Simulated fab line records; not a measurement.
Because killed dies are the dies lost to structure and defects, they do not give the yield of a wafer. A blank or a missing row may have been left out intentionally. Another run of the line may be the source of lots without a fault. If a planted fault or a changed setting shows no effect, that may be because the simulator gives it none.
fab line records	flow sky130
record: lots: 5	wafers: 15	last_day: 50
route steps=708 shown CONTACT@425 METAL1@434 PAD_OPEN@708
lots with no fault: from the same line, run without faults
start_h: hours from the record's opening day to when the first of the lot's shown wafers began	wait_h: how many hours have passed since the lot's step before this one	" same as the row above	L1.1+2: one row covering several wafers at once	- no value, or no start was given	* or withheld: withheld	< > ~ a bound
route shown NAME@n: NAME is a module with steps in the file, n the number in the route of the first one	usual: average and standard deviation across the fault-free wafers	same: alike in all rows	chamber/n: place in a boat	sites: readings site by site	_std_site: the values' standard deviation	_edge_site: outer sites' mean less inner sites'	radius_mm: how far each site lies from the wafer's centre	mask NAME#n: copy n	behind: the tool/chamber that last shaped the wafer	hold: what put the lot on hold/how long, in hours/how the hold closed	device: which transistor (n, p or np) failed to switch	end of line: at the end of the route, the tests of the same wafers	a step without rows: its recipe alone	killed: at the first sort, the dies lost to defects and structure; wafer yield is something else	map: dies across one wafer; x = killed, . = not, _ = none there
set.NAME: the setting that was run; set.NAME@STEP: the one run at that earlier step	model.NAME: the simulator's own value behind a step, which no gauge read
certain route steps with their lots: each step a table, each wafer a row
services: the hour from which a tool's chamber was out of use, counted from the record's first day as start_h (under 0 if before that day), plus the number of hours and why
== steps ==
step: SKY_CONTACT_STRIP_19
recipe: chemistry: O2/N2	power_w: 1400	pressure_mtorr: 1500	platen_temp_c: withheld	o2_flow_sccm: 3000	n2_flow_sccm: 300	overash_fraction: 0.5
step: SKY_CONTACT_STRIP_20
recipe: chemistry: post_etch_residue_remover	time_s: 1200	temp_c: 72.5
step: SKY_CONTACT_CLEAN_21
recipe: chemistry: IPA	time_s: 180	temp_c: 25
step: SKY_CONTACT_CLEAN_22
recipe: chemistry: O3/DIW	dry: n2_spin
step: SKY_CONTACT_SPUTTER_23
recipe: material: TiN	target_thk_nm: 20	chamber_pressure_pa: 5	power_w: 4000	time_s: 80
usual: cathode_dc_power_W: 4000.1/0.75	throttle_valve_pct: 29.9/0.99
lot.wafer	tool	chamber	start_h	wait_h	cathode_dc_power_W	throttle_valve_pct
L719.1	pvd_sputter-03	-	784.75	0.0	4000.1	31.4
L719.2	"	-	"	"	3999.2	29.1
L719.6	"	-	"	"	4000.2	31.4
L720.3	pvd_sputter-01	-	788.25	0.0	3999.2	28.9
L720.4	"	-	"	"	3999.4	28.5
L720.6	"	-	"	"	3999.8	28.8
L729.2	pvd_sputter-03	-	859.93	0.0	4000.3	31.4
L729.4	"	-	"	"	4000.5	30.8
L729.5	"	-	"	"	3999.5	29.5
L731.1	pvd_sputter-03	-	879.69	0.0	4000.5	31.2
L731.5	"	-	"	"	3999.0	31.2
L731.6	"	-	"	"	4000.3	29.4
L736.1	pvd_sputter-02	-	907.43	0.0	4000.5	30.1
L736.2	"	-	"	"	3999.8	28.3
L736.6	"	-	"	"	3999.3	29.7
step: SKY_CONTACT_CVD_24
recipe: material: W	target_thk_nm: 340	time_s: 102.12	temp_c: 400	pressure_torr: 40
usual: chamber_pressure_Torr: 40.00/0.083	heater_power_w: 883/130
lot.wafer	tool	chamber	start_h	wait_h	chamber_pressure_Torr	heater_power_w
L719.1	cvd_w-01	1	784.81	0.0	39.91	1028
L719.2	"	0	"	"	40.03	1010
L719.6	"	1	"	"	39.96	990
L720.3	cvd_w-02	0	788.35	0.1	40.13	799
L720.4	"	1	"	"	40.15	716
L720.6	"	1	"	"	40.17	722
L729.2	cvd_w-02	1	859.99	0.0	40.09	717
L729.4	"	1	"	"	40.13	733
L729.5	"	0	"	"	39.95	818
L731.1	cvd_w-01	0	879.75	0.0	40.01	1011
L731.5	"	1	"	"	39.85	1004
L731.6	"	0	"	"	39.97	1019
L736.1	cvd_w-01	0	907.49	0.0	40.12	1020
L736.2	"	1	"	"	40.09	1044
L736.6	"	0	"	"	40.07	1033
step: SKY_CONTACT_RS_MEAS_25
recipe: thk_meas_gauge: four-point-probe	reads: W_of_CONTACT_CVD_24+TiN_of_CONTACT_SPUTTER_23
usual: CONTACT_W_RS: 0.338/0.0047
lot.wafer	tool	chamber	start_h	wait_h	CONTACT_W_RS[ohm/sq]
L719.1	film_metro-03	-	784.92	0.1	0.336
L719.2	"	-	"	"	0.342
L719.6	"	-	"	"	0.335
L720.3	film_metro-04	-	788.46	0.1	0.344
L720.4	"	-	"	"	0.342
L720.6	"	-	"	"	0.344
L729.2	film_metro-03	-	860.12	0.1	0.336
L729.4	"	-	"	"	0.333
L729.5	"	-	"	"	0.337
L731.1	film_metro-03	-	879.86	0.1	0.346
L731.5	"	-	"	"	0.333
L731.6	"	-	"	"	0.338
L736.1	film_metro-03	-	907.60	0.1	0.348
L736.2	"	-	"	"	0.339
L736.6	"	-	"	"	0.344
step: SKY_CONTACT_THK_MEAS_26
recipe: thk_meas_gauge: xrf	reads: W_of_CONTACT_CVD_24
usual: CONTACT_W_THK: 344/5
lot.wafer	tool	chamber	start_h	wait_h	CONTACT_W_THK[nm]
L719.1	film_metro-03	-	785.04	0.1	349
L719.2	"	-	"	"	339
L719.6	"	-	"	"	348
L720.3	film_metro-04	-	788.56	0.1	339
L720.4	"	-	"	"	343
L720.6	"	-	"	"	341
L729.2	film_metro-03	-	860.23	0.1	346
L729.4	"	-	"	"	350
L729.5	"	-	"	"	347
L731.1	film_metro-03	-	879.98	0.1	338
L731.5	"	-	"	"	352
L731.6	"	-	"	"	345
L736.1	film_metro-03	-	907.72	0.1	336
L736.2	"	-	"	"	344
L736.6	"	-	"	"	340
step: SKY_CONTACT_CMP_27
recipe: stop_on: SiO2	t_overpolish_s: 15	down_force_psi: 3.5	platen_rpm: 60	target_thk_nm: 0	pad_velocity_m_s: 0.94248
usual: motor_current_A: 11.1/1.2	overpolish_run_s: 14.999/0.0092	time_to_endpoint_s: 82.2/2.4
lot.wafer	tool	chamber	start_h	wait_h	motor_current_A	overpolish_run_s	time_to_endpoint_s
L719.1	cmp-02	0	785.10	0.1	12.6	15.014	84.3
L719.2	"	1	"	"	11.6	15.015	78.3
L719.6	"	1	"	"	11.7	14.993	80.6
L720.3	cmp-01	2	788.65	0.1	10.9	14.988	80.0
L720.4	"	0	"	"	10.8	15.003	82.7
L720.6	"	1	"	"	9.2	15.005	77.6
L729.2	cmp-02	2	860.28	0.0	10.2	14.990	77.9
L729.4	"	3	"	"	10.8	15.000	78.1
L729.5	"	3	"	"	10.3	14.993	78.2
L731.1	cmp-02	2	880.09	0.1	10.2	15.000	82.3
L731.5	"	1	"	"	12.0	14.997	83.8
L731.6	"	2	"	"	10.5	15.006	85.2
L736.2	cmp-02	1	907.88	0.1	11.2	15.016	83.1
L736.1	"	2	"	"	10.3	14.987	86.0
L736.6	"	3	"	"	10.5	15.005	80.9
step: SKY_METAL1_SPUTTER_00
recipe: material: Ti	target_thk_nm: 15	power_w: 3000	time_s: 10	chamber_pressure_pa: 0.4
step: SKY_METAL1_SPUTTER_01
recipe: material: TiN	target_thk_nm: 20	power_w: 6500	time_s: 16.7	chamber_pressure_pa: 0.4
usual: cathode_dc_power_W: 6500.1/1.2	throttle_valve_pct: 30.0/0.93
lot.wafer	tool	chamber	start_h	wait_h	cathode_dc_power_W	throttle_valve_pct
L719.1	pvd_sputter-04	-	785.42	0.0	6501.1	31.2
L719.2	"	-	"	"	6501.6	30.8
L719.6	"	-	"	"	6499.0	29.8
L720.3	pvd_sputter-02	-	788.92	0.0	6501.0	30.0
L720.4	"	-	"	"	6497.3	30.9
L720.6	"	-	"	"	6500.5	30.5
L729.2	pvd_sputter-01	-	860.60	0.0	6501.7	30.2
L729.4	"	-	"	"	6500.8	28.6
L729.5	"	-	"	"	6501.1	29.9
L731.1	pvd_sputter-02	-	880.37	0.0	6499.4	28.2
L731.5	"	-	"	"	6500.1	28.3
L731.6	"	-	"	"	6499.4	29.8
L736.1	pvd_sputter-01	-	908.11	0.0	6499.1	30.4
L736.2	"	-	"	"	6500.8	28.8
L736.6	"	-	"	"	6500.5	30.3
step: SKY_METAL1_SPUTTER_02
recipe: material: AlCu	target_thk_nm: 250	power_w: 10600	time_s: 13.3	chamber_pressure_pa: 0.4
step: SKY_METAL1_SPUTTER_03
recipe: material: Ti	target_thk_nm: 5	power_w: 3000	time_s: 3.3	chamber_pressure_pa: 0.4
usual: cathode_dc_power_W: 3000.0/0.58	throttle_valve_pct: 30.0/0.9
lot.wafer	tool	chamber	start_h	wait_h	cathode_dc_power_W	throttle_valve_pct	model.Ti_of_METAL1_SPUTTER_03.thk_nm
L719.1	pvd_sputter-04	-	785.47	0.0	2999.8	31.5	5.11
L719.2	"	-	"	"	3000.3	30.7	5.054
L719.6	"	-	"	"	3000.8	29.6	5.044
L720.3	pvd_sputter-02	-	788.97	0.0	3273.5	30.0	5.575
L720.4	"	-	"	"	3000.1	30.7	5.018
L720.6	"	-	"	"	3000.0	30.7	5.033
L729.2	pvd_sputter-01	-	860.65	0.0	3000.0	30.5	5.199
L729.4	"	-	"	"	3001.8	28.8	5.18
L729.5	"	-	"	"	2999.2	30.1	5.264
L731.1	pvd_sputter-02	-	880.42	0.0	3000.5	28.3	4.914
L731.5	"	-	"	"	3000.0	28.2	4.999
L731.6	"	-	"	"	3000.4	29.7	4.988
L736.1	pvd_sputter-01	-	908.17	0.0	2999.3	30.0	4.967
L736.2	"	-	"	"	2999.4	28.7	4.93
L736.6	"	-	"	"	3000.5	30.2	4.982
step: SKY_METAL1_SPUTTER_04
recipe: material: TiN	target_thk_nm: 70	power_w: 6500	time_s: 58.3	chamber_pressure_pa: 0.4
usual: cathode_dc_power_W: 6500.1/1.2	throttle_valve_pct: 30.0/0.89
lot.wafer	tool	chamber	start_h	wait_h	cathode_dc_power_W	throttle_valve_pct
L719.1	pvd_sputter-04	-	785.49	0.0	6501.1	31.4
L719.2	"	-	"	"	6499.9	30.6
L719.6	"	-	"	"	6502.2	29.4
L720.3	pvd_sputter-02	-	788.99	0.0	6499.1	29.9
L720.4	"	-	"	"	6499.4	30.9
L720.6	"	-	"	"	6498.9	30.7
L729.2	pvd_sputter-01	-	860.67	0.0	6500.3	30.2
L729.4	"	-	"	"	6502.8	28.7
L729.5	"	-	"	"	6500.7	30.1
L731.1	pvd_sputter-02	-	880.43	0.0	6501.0	28.4
L731.5	"	-	"	"	6498.5	28.6
L731.6	"	-	"	"	6498.6	29.7
L736.1	pvd_sputter-01	-	908.19	0.0	6498.2	30.4
L736.2	"	-	"	"	6498.8	29.0
L736.6	"	-	"	"	6499.3	30.0
step: SKY_PAD_OPEN_PROBE_99
usual: defect_limited_yield: 82.0/2.1	killed_at_M0_to_M3: 45/7	killed_at_M4_up: 3.4/1.8	killed_at_contacts: 24/5.4	killed_at_front_end: 16/4.8	killed_at_other: 0.4/0.62	killed_dies: 89/10	killed_open: 48/7.2	killed_short: 40/6.3	sort_bin_3_pad_short: 0.9/0.39	sort_bin_5_function: 10.7/1.5	sort_bin_6_memory: 6.4/1.1	sort_n_pass: 403/10	sort_yield_pct: 82.0/2.1
same: gross_dies: 492	killed_at_back_side: 0	sort_bin_4_leakage[%]: 0	sort_bin_8_speed[%]: 0
lot.wafer	tool	chamber	start_h	wait_h	defect_limited_yield[%]	killed_at_M0_to_M3	killed_at_M4_up	killed_at_contacts	killed_at_front_end	killed_at_other	killed_dies	killed_open	killed_short	sort_bin_3_pad_short[%]	sort_bin_5_function[%]	sort_bin_6_memory[%]	sort_n_pass	sort_yield_pct[%]
L719.1	prober-02	-	1112.88	0.1	78.5	66	3	24	13	0	106	63	42	0.6	12.8	8.1	386	78.5
L719.2	prober-02	-	1112.93	0.1	82.1	45	4	18	20	1	88	57	31	0.6	12.2	5.1	404	82.1
L719.6	prober-02	-	1113.13	0.2	80.3	50	2	24	20	1	97	57	39	0.8	9.8	9.1	395	80.3
L729.2	prober-02	-	1167.42	0.1	85.2	37	3	20	12	1	73	39	34	0.8	9.1	4.9	419	85.2
L729.4	prober-02	-	1167.52	0.2	78.9	50	1	28	25	0	104	59	45	1.0	13.2	6.9	388	78.9
L729.5	prober-02	-	1167.57	0.2	81.5	48	4	22	16	1	91	52	37	1.2	11.6	5.7	401	81.5
L731.1	prober-01	-	1178.42	0.1	79.9	47	7	28	15	2	99	51	48	1.8	10.6	7.7	393	79.9
L731.5	prober-01	-	1178.62	0.2	82.7	44	3	24	14	0	85	47	36	0.6	9.1	7.5	407	82.7
L731.6	prober-01	-	1178.67	0.2	83.9	38	5	23	13	0	79	43	36	0.4	10.6	5.1	413	83.9
killed by level:class
L719.1 VIA3:geometric_particle:open=15 VIA1:geometric_particle:open=14 CONTACT:geometric_particle:open=12 METAL2:geometric_particle:short=12 VIA2:geometric_particle:open=7 CONTACT:geometric_particle:short=5 LI_CONTACT:geometric_particle:open=4 VIA1:geometric_particle:short=4
L719.2 VIA2:geometric_particle:open=13 VIA1:geometric_particle:open=9 CONTACT:geometric_particle:open=9 VIA3:geometric_particle:open=9 POLY_GATE:geometric_particle:open=6 FIELD_ISO:geometric_particle:open=5 CONTACT:geometric_particle:short=4 VIA2:geometric_particle:short=4
L719.6 VIA1:geometric_particle:open=13 CONTACT:geometric_particle:open=11 VIA2:geometric_particle:open=8 LI_CONTACT:geometric_particle:open=6 METAL1:geometric_particle:short=6 METAL2:geometric_particle:short=6 FIELD_ISO:geometric_particle:short=5 VIA3:geometric_particle:open=5
L729.2 CONTACT:geometric_particle:open=7 VIA1:geometric_particle:open=6 VIA2:geometric_particle:open=6 LI_CONTACT:geometric_particle:open=5 METAL1:geometric_particle:short=5 POLY_GATE:geometric_particle:short=4 VIA2:geometric_particle:short=4 VIA3:geometric_particle:open=4
L729.4 VIA1:geometric_particle:open=11 CONTACT:geometric_particle:open=9 LI_CONTACT:geometric_particle:open=8 VIA2:geometric_particle:open=8 VIA3:geometric_particle:open=7 FIELD_ISO:geometric_particle:short=6 POLY_GATE:geometric_particle:open=6 METAL1:geometric_particle:short=6
L729.5 VIA1:geometric_particle:open=12 CONTACT:geometric_particle:open=9 METAL1:geometric_particle:short=7 METAL2:geometric_particle:short=7 VIA2:geometric_particle:open=7 LI_CONTACT:geometric_particle:open=6 FIELD_ISO:geometric_particle:open=5 CONTACT:geometric_particle:short=4
L731.1 VIA1:geometric_particle:open=12 CONTACT:geometric_particle:open=10 VIA3:geometric_particle:open=7 LI_CONTACT:geometric_particle:open=6 VIA2:geometric_particle:open=6 METAL4:geometric_particle:short=5 POLY_GATE:geometric_particle:short=5 METAL3:geometric_particle:short=5
L731.5 VIA2:geometric_particle:open=12 VIA1:geometric_particle:open=9 CONTACT:geometric_particle:open=8 CONTACT:geometric_particle:short=7 POLY_GATE:geometric_particle:open=6 METAL1:geometric_particle:short=6 VIA1:geometric_particle:short=5 METAL2:geometric_particle:short=5
L731.6 VIA1:geometric_particle:open=14 CONTACT:geometric_particle:open=9 LOCAL_INTERCONNECT:geometric_particle:short=6 VIA1:geometric_particle:short=6 VIA2:geometric_particle:open=5 METAL2:geometric_particle:short=5 LI_CONTACT:geometric_particle:short=4 POLY_GATE:geometric_particle:short=3
== services ==
tool	chamber	start_h	hours	kind
cmp-02	-	771.08	0.4	repair
pvd_sputter-01	-	778.55	5.0	repair
pvd_sputter-04	1	783.63	-	consumable_replace:kit
pvd_sputter-04	1	783.63	18.0	scheduled_down
pvd_sputter-04	1	783.63	18.0	vent_cycle
cvd_w-02	-	808.26	2.1	repair
pvd_sputter-03	-	816.81	5.6	repair
cmp-01	-	822.74	0.8	repair
pvd_sputter-03	3	832.59	-	consumable_replace:kit
pvd_sputter-03	3	832.59	18.0	scheduled_down
pvd_sputter-03	3	832.59	18.0	vent_cycle
cmp-02	-	839.59	19.0	pm
pvd_sputter-02	-	842.51	5.4	repair
pvd_sputter-02	0	858.92	-	consumable_replace:kit
pvd_sputter-02	0	858.92	18.0	scheduled_down
pvd_sputter-02	0	858.92	18.0	vent_cycle
cvd_w-01	-	872.66	3.8	pm
pvd_sputter-02	-	877.15	2.6	repair
pvd_sputter-02	-	887.45	5.4	repair
cvd_w-01	-	891.72	0.8	repair
cmp-02	-	894.61	0.9	repair
cvd_w-02	-	904.00	14.0	pm
cvd_w-02	0	904.00	14.0	vent_cycle
cmp-01	-	906.57	0.6	repair
== key ==
first_sign: step: SKY_METAL1_SPUTTER_03	reading: cathode_dc_power_W	direction: up	sigmas: 99+	usual: 3000.0	struck: 3273.5
effect none on later readings
model_effect: step: SKY_METAL1_SPUTTER_03	value: Ti_of_METAL1_SPUTTER_03.thk_nm	without: 5.12	struck: 5.575
met_at SKY_METAL1_SPUTTER_03
struck_wafers L720.3
fault: kind: process_parameter_drift	tool: pvd_sputter-02	chamber: -	onset_h: 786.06	steps: SKY_METAL1_SPUTTER_03	channel: power_w	offset: *	shape: step	end_h: 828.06	acts_in: *	stated: *	scope: struck_wafers_only
